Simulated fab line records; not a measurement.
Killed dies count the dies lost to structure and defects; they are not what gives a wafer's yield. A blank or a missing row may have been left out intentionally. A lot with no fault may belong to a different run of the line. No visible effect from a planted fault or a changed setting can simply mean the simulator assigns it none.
fab line records	flow sky130
record lots=12	wafers=36	lastDay=50
route steps=708 shown SPACER@305 RES_XHIGH@334 SD_N@349 PAD_OPEN@708
lots that met no fault: from a run of the same line without faults
startH: hours from the record's first day to the start of the lot's first wafer shown	waitH: how many hours have passed since the lot's step before this one	" unchanged from the row above	L1.1+2: several wafers, shown together as one row	- value missing, or start not given	* or withheld: withheld	< > ~ a bound
route shown NAME@n: a module of which the file shows steps, and the number in the route of the first	usual: the fault-free wafers' mean and standard deviation	same: alike in all rows	chamber/n: place in a boat	sites: per-site readings	_std_site: how widely they spread, as a standard deviation	_edge_site: mean of outer sites minus mean of inner sites	radiusMm: how far each site lies from the wafer's centre	mask NAME#n: copy n	behind: the last tool/chamber to shape the wafer	hold: why the lot was held/for how many hours/how that ended	device: the transistor (n, p or np) that didn't switch	end of line: the tests these same wafers got at the end of their route	a step with no rows: only its recipe	killed: dies lost to structure and defects at the first sort, not the wafer's yield	map: the dies of a wafer, with x for killed, . for not killed, _ for no die there
set.NAME: the setting the step ran with; set.NAME@STEP: the setting that earlier step ran with	model.NAME: the simulator's own value behind a step, which no gauge read
steps of the route over a sample of lots; a table a step, a row a wafer
services: when a tool's chamber went out of use (startH, in hours from the record's first day, below 0 if earlier), for how many hours, and the reason
## steps
# step SKY_SPACER_THK_MEAS_01
# recipe reads=Si3N4_of_SPACER_CVD_00
# usual SPACER_CVD_00_THK=43.2/0.45
lot.wafer	tool	chamber	startH	waitH	SPACER_CVD_00_THK[nm]
L360.1	filmMetro-02	-	540.15	0.0	43.2
L360.4	"	-	"	"	43.3
L360.6	"	-	"	"	43.1
L362.1	filmMetro-01	-	559.52	0.0	43.8
L362.4	"	-	"	"	43.9
L362.5	"	-	"	"	43.2
L366.1	filmMetro-03	-	596.37	0.0	43.6
L366.2	"	-	"	"	43.4
L366.5	"	-	"	"	43.5
L367.1	filmMetro-03	-	605.46	0.0	43.6
L367.3	"	-	"	"	43.2
L367.5	"	-	"	"	43.6
L368.4	filmMetro-01	-	613.47	0.0	43.4
L368.5	"	-	"	"	43.3
L368.6	"	-	"	"	42.9
L374.3	filmMetro-02	-	661.35	0.0	43.1
L374.5	"	-	"	"	42.7
L374.6	"	-	"	"	42.9
L376.2	filmMetro-03	-	672.62	0.0	42.5
L376.3	"	-	"	"	42.9
L376.6	"	-	"	"	42.6
L377.1	filmMetro-02	-	686.26	0.0	43.5
L377.2	"	-	"	"	43.5
L377.3	"	-	"	"	43.6
L378.1	filmMetro-01	-	691.68	0.0	42.7
L378.3	"	-	"	"	42.8
L378.5	"	-	"	"	42.5
L380.2	filmMetro-02	-	706.87	0.0	42.8
L380.3	"	-	"	"	43.2
L380.6	"	-	"	"	43.3
L381.1	filmMetro-02	-	710.98	0.0	43.1
L381.2	"	-	"	"	43.4
L381.3	"	-	"	"	43.5
L382.4	filmMetro-03	-	719.92	0.0	42.5
L382.5	"	-	"	"	42.8
L382.6	"	-	"	"	42.7
# step SKY_RES_XHIGH_COAT_02
# recipe resist=NOVOLAK	spinRpm=3000	resistThkNm=1140
# usual chillPlateTempC=23.01/0.089	resistLineTempC=22.98/0.11	spinSpeedRpm=2999.7/1.6
lot.wafer	tool	chamber	startH	waitH	chillPlateTempC	resistLineTempC	spinSpeedRpm
L360.1	lithoTrack-01	0	614.51	0.1	22.93	22.91	3001.5
L360.4	"	0	"	"	23.00	23.00	2999.3
L360.6	"	0	"	"	22.90	22.91	3001.0
L362.1	lithoTrack-01	0	634.86	0.1	23.04	22.88	3000.5
L362.4	"	0	"	"	23.08	22.84	2998.3
L362.5	"	0	"	"	23.00	22.86	2996.4
L366.1	lithoTrack-01	0	669.61	0.1	22.95	23.15	2515.4
L366.2	"	0	"	"	22.85	23.11	2514.9
L366.5	"	0	"	"	22.85	23.02	2514.5
L367.1	lithoTrack-03	0	677.80	0.1	23.04	22.92	2998.7
L367.3	"	0	"	"	22.97	23.14	2996.6
L367.5	"	0	"	"	22.96	23.04	3002.3
L368.4	lithoTrack-01	0	684.78	0.1	23.12	23.05	2513.9
L368.5	"	0	"	"	22.99	22.97	2515.1
L368.6	"	0	"	"	22.87	22.99	2514.0
L374.3	lithoTrack-04	0	731.81	0.1	22.94	23.01	3003.0
L374.5	"	0	"	"	22.93	23.09	3001.7
L374.6	"	0	"	"	23.01	23.01	3004.1
L376.2	lithoTrack-03	0	741.28	0.1	22.98	23.01	2997.2
L376.3	"	0	"	"	23.09	22.98	3002.1
L376.6	"	0	"	"	23.16	23.16	2998.1
L377.1	lithoTrack-01	0	756.06	0.1	22.71	22.98	3002.1
L377.2	"	0	"	"	22.88	22.85	2998.4
L377.3	"	0	"	"	22.81	23.04	2999.7
L378.1	lithoTrack-04	0	760.66	0.1	22.99	22.99	3001.0
L378.3	"	0	"	"	22.91	23.02	2999.4
L378.5	"	0	"	"	22.90	22.76	2998.8
L380.2	lithoTrack-04	0	775.98	0.1	23.09	23.07	2998.3
L380.3	"	0	"	"	23.10	22.92	2999.9
L380.6	"	0	"	"	23.04	22.96	2999.8
L381.1	lithoTrack-01	0	780.76	0.1	23.05	22.94	2998.4
L381.2	"	0	"	"	23.07	22.69	3000.4
L381.3	"	0	"	"	23.16	22.90	2998.1
L382.4	lithoTrack-04	0	787.28	0.1	22.96	23.06	3001.4
L382.5	"	0	"	"	22.99	22.99	3000.8
L382.6	"	0	"	"	23.00	22.86	3000.6
# step SKY_RES_XHIGH_STRIP_08
# recipe chemistry=O2/N2	powerW=1400	pressureMtorr=1500	platenTempC=withheld	o2FlowSccm=3000	n2FlowSccm=300	overashFraction=0.5
# usual drypumpMotorCurrentA=5.8/0.36	o2FlowSccm=3001/7.7	oesProductAu=0.711/0.0046	stripTimeToEndpointS=14.28/0.037
lot.wafer	tool	chamber	startH	waitH	drypumpMotorCurrentA	o2FlowSccm	oesProductAu	rfHoursCounterH	stripTimeToEndpointS
L360.1	plasmaAsher-04	1	629.81	0.1	5.9	2997	0.710	20	14.31
L360.4	"	0	"	"	5.6	2994	0.707	-	14.31
L360.6	"	0	"	"	5.6	2989	0.712	-	14.34
L362.1	plasmaAsher-04	0	648.96	0.1	5.6	3001	0.716	22	14.22
L362.4	"	0	"	"	5.6	2991	0.707	-	14.25
L362.5	"	0	"	"	5.7	3009	0.712	-	14.23
L366.1	plasmaAsher-03	1	683.61	0.1	6.0	3001	0.715	101	15.46
L366.2	"	0	"	"	5.1	3012	0.715	101	15.44
L366.5	"	0	"	"	5.1	3005	0.714	-	15.42
L367.1	plasmaAsher-01	1	692.00	0.1	5.5	2989	0.710	85	14.28
L367.3	"	0	"	"	6.4	3000	0.711	-	14.24
L367.5	"	1	"	"	5.6	3000	0.713	-	14.25
L368.4	plasmaAsher-03	0	699.69	0.1	5.1	2994	0.715	-	15.44
L368.5	"	0	"	"	5.1	3002	0.712	-	15.44
L368.6	"	1	"	"	6.0	3007	0.717	-	15.39
L374.3	plasmaAsher-01	0	745.54	0.1	6.4	2994	0.710	-	14.24
L374.5	"	1	"	"	5.6	3006	0.708	-	14.28
L374.6	"	0	"	"	6.4	2996	0.705	-	14.30
L376.2	plasmaAsher-01	0	755.65	0.1	6.4	3014	0.701	92	14.27
L376.3	"	1	"	"	5.6	2985	0.715	-	14.34
L376.6	"	1	"	"	5.6	2985	0.710	-	14.30
L377.1	plasmaAsher-01	1	769.30	0.1	5.5	3003	0.715	94	14.21
L377.2	"	0	"	"	6.4	3002	0.718	94	14.27
L377.3	"	1	"	"	5.5	3007	0.703	-	14.25
L378.1	plasmaAsher-04	1	774.41	0.1	5.9	3008	0.711	34	14.32
L378.3	"	0	"	"	5.6	3009	0.710	-	14.29
L378.5	"	0	"	"	5.6	3007	0.708	-	14.30
L380.2	plasmaAsher-01	0	789.65	0.1	6.4	2992	0.703	96	14.28
L380.3	"	0	"	"	6.4	3014	0.708	-	14.30
L380.6	"	1	"	"	5.6	2989	0.716	-	14.26
L381.1	plasmaAsher-04	1	793.75	0.1	5.9	2989	0.713	36	14.30
L381.2	"	0	"	"	5.6	3001	0.709	36	14.29
L381.3	"	0	"	"	5.6	3004	0.716	-	14.27
L382.4	plasmaAsher-01	0	800.55	0.1	6.3	3001	0.713	-	14.32
L382.5	"	0	"	"	6.3	3000	0.718	-	14.35
L382.6	"	1	"	"	5.6	3010	0.718	-	14.35
# step SKY_SD_N_CD_MEAS_07
# recipe targetCdNm=380
# usual cdNm=380.0/2.5
lot.wafer	tool	chamber	startH	waitH	cdNm
L360.1	cdSem-02	-	658.66	0.1	382.0
L360.4	"	-	"	"	382.5
L360.6	"	-	"	"	383.6
L362.1	cdSem-02	-	677.73	0.1	381.8
L362.4	"	-	"	"	382.2
L362.5	"	-	"	"	383.8
L366.1	cdSem-01	-	710.73	0.1	379.7
L366.2	"	-	"	"	379.9
L366.5	"	-	"	"	378.5
L367.1	cdSem-02	-	720.06	0.1	379.3
L367.3	"	-	"	"	374.0
L367.5	"	-	"	"	378.4
L368.4	cdSem-01	-	727.44	0.1	379.9
L368.5	"	-	"	"	377.6
L368.6	"	-	"	"	381.7
L374.3	cdSem-01	-	771.80	0.1	383.1
L374.5	"	-	"	"	381.9
L374.6	"	-	"	"	381.5
L376.2	cdSem-02	-	781.98	0.1	379.3
L376.3	"	-	"	"	381.5
L376.6	"	-	"	"	383.2
L377.1	cdSem-02	-	794.86	0.1	379.3
L377.2	"	-	"	"	378.7
L377.3	"	-	"	"	377.6
L378.1	cdSem-02	-	799.91	0.1	377.5
L378.3	"	-	"	"	377.3
L378.5	"	-	"	"	378.5
L380.2	cdSem-02	-	816.03	0.1	379.3
L380.3	"	-	"	"	381.3
L380.6	"	-	"	"	376.5
L381.1	cdSem-02	-	820.11	0.1	379.9
L381.2	"	-	"	"	381.0
L381.3	"	-	"	"	382.6
L382.4	cdSem-02	-	826.09	0.1	382.3
L382.5	"	-	"	"	382.6
L382.6	"	-	"	"	381.5
# step SKY_SD_N_OVL_MEAS_08
# usual SD_N_OVL=0.5/1.5
lot.wafer	tool	chamber	startH	waitH	SD_N_OVL[nm]
L360.1	overlay-01	-	658.78	0.1	-2.5
L360.4	"	-	"	"	-1.9
L360.6	"	-	"	"	-2.5
L362.1	overlay-01	-	677.85	0.1	0.6
L362.4	"	-	"	"	0.9
L362.5	"	-	"	"	0.7
L366.1	overlay-01	-	710.85	0.1	-0.1
L366.2	"	-	"	"	-0.1
L366.5	"	-	"	"	-1.0
L367.1	overlay-02	-	720.18	0.1	-0.9
L367.3	"	-	"	"	-1.9
L367.5	"	-	"	"	-2.1
L368.4	overlay-02	-	727.52	0.1	0.6
L368.5	"	-	"	"	1.8
L368.6	"	-	"	"	1.9
L374.3	overlay-02	-	771.89	0.1	0.2
L374.5	"	-	"	"	1.2
L374.6	"	-	"	"	2.4
L376.2	overlay-01	-	782.08	0.1	0.6
L376.3	"	-	"	"	3.7
L376.6	"	-	"	"	2.3
L377.1	overlay-02	-	794.98	0.1	-0.5
L377.2	"	-	"	"	1.2
L377.3	"	-	"	"	2.1
L378.1	overlay-02	-	800.03	0.1	1.0
L378.3	"	-	"	"	1.3
L378.5	"	-	"	"	0.4
L380.2	overlay-01	-	816.13	0.1	0.9
L380.3	"	-	"	"	0.0
L380.6	"	-	"	"	-0.1
L381.1	overlay-02	-	820.23	0.1	-0.4
L381.2	"	-	"	"	-1.2
L381.3	"	-	"	"	0.7
L382.4	overlay-02	-	826.17	0.1	0.1
L382.5	"	-	"	"	-0.2
L382.6	"	-	"	"	-1.0
# step SKY_PAD_OPEN_PROBE_99
# usual killed_at_M0_to_M3=43/7.9	killed_at_M4_up=2.9/1.8	killedAtContacts=24/5.5	killedAtFrontEnd=15/4.2	killedAtOther=0.2/0.46	killedDies=86/11	killedOnRim=17/4.1	killedOpen=47/8.1	killedShort=39/6.4
# same grossDies=492	killedAtBackSide=0
lot.wafer	tool	chamber	startH	waitH	killed_at_M0_to_M3	killed_at_M4_up	killedAtContacts	killedAtFrontEnd	killedAtOther	killedDies	killedOnRim	killedOpen	killedShort
L374.3	prober-02	-	1168.98	0.2	51	3	27	20	0	101	17	58	43
L374.5	prober-02	-	1169.08	0.2	48	1	22	16	0	87	17	52	35
L374.6	prober-02	-	1169.13	0.2	51	1	14	14	0	80	16	45	35
L377.1	prober-01	-	1182.61	0.1	44	5	26	14	1	90	19	48	42
L377.2	prober-01	-	1182.66	0.1	37	3	24	12	0	76	12	39	37
L377.3	prober-01	-	1182.71	0.2	48	4	24	7	0	83	14	40	43
# killed by level:class
L374.3 VIA1:geometricParticle:open=14 VIA2:geometricParticle:open=9 CONTACT:geometricParticle:open=8 LI_CONTACT:geometricParticle:open=8 FIELD_ISO:geometricParticle:short=7 VIA1:geometricParticle:short=7 VIA3:geometricParticle:open=6 FIELD_ISO:geometricParticle:open=5
L374.5 VIA1:geometricParticle:open=11 VIA2:geometricParticle:open=11 FIELD_ISO:geometricParticle:open=8 CONTACT:geometricParticle:open=7 METAL1:geometricParticle:short=7 CONTACT:geometricParticle:short=6 VIA3:geometricParticle:open=6 METAL2:geometricParticle:short=5
L374.6 VIA2:geometricParticle:open=12 VIA1:geometricParticle:open=11 METAL1:geometricParticle:short=7 LI_CONTACT:geometricParticle:open=6 CONTACT:geometricParticle:open=6 METAL2:geometricParticle:short=6 FIELD_ISO:geometricParticle:short=5 POLY_GATE:geometricParticle:short=3
L377.1 LI_CONTACT:geometricParticle:open=10 METAL1:geometricParticle:short=7 VIA1:geometricParticle:open=7 CONTACT:geometricParticle:open=6 VIA1:geometricParticle:short=6 VIA3:geometricParticle:open=5 VIA2:geometricParticle:short=5 FIELD_ISO:geometricParticle:open=4
L377.2 CONTACT:geometricParticle:open=8 VIA1:geometricParticle:open=8 METAL2:geometricParticle:short=8 LI_CONTACT:geometricParticle:open=5 LOCAL_INTERCONNECT:geometricParticle:short=5 METAL1:geometricParticle:short=5 VIA2:geometricParticle:open=5 FIELD_ISO:geometricParticle:open=4
L377.3 VIA1:geometricParticle:open=13 LI_CONTACT:geometricParticle:open=6 CONTACT:geometricParticle:short=6 VIA2:geometricParticle:open=6 CONTACT:geometricParticle:open=5 METAL3:geometricParticle:short=5 METAL2:geometricParticle:short=5 VIA2:geometricParticle:short=5
## services
tool	chamber	startH	hours	kind
plasmaAsher-03	-	654.32	1.9	repair
plasmaAsher-04	-	699.34	7.2	repair
plasmaAsher-01	-	706.27	3.6	repair
plasmaAsher-03	-	733.75	9.0	pm
plasmaAsher-03	0	733.75	9.0	ventCycle
plasmaAsher-03	1	733.75	9.0	ventCycle
plasmaAsher-03	0	742.75	-	clean
plasmaAsher-03	1	742.75	-	clean
## key
firstSign step=SKY_RES_XHIGH_COAT_02	reading=spinSpeedRpm	direction=down	sigmas=99+	usual=2999.7	struck=2514.6
effect step=SKY_RES_XHIGH_STRIP_08	reading=stripTimeToEndpointS	direction=up	sigmas=31	usual=*	struck=*
metAt SKY_RES_XHIGH_COAT_02
struckLots L366,L368
testerLeftOut L366,L368
notActingAt SKY_SPACER_THK_MEAS_01,SKY_SD_N_CD_MEAS_07,SKY_SD_N_OVL_MEAS_08
onsetBetween 634.86 669.61
fault kind=processParameterDrift	tool=lithoTrack-01	chamber=-	onsetH=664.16	steps=SKY_RES_XHIGH_COAT_02	channel=spinRpm	offset=-483.93	shape=step	endH=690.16	actsIn=theseRecipesOnly	stated=3000
# testerLeftOut: of these lots the tester's yield and bins aren't shown, on N5 and GAA mostly nor the transistor test; their killed dies are dies lost to structure and defects alone, not to doping, threshold or leakage, so they don't give the yield
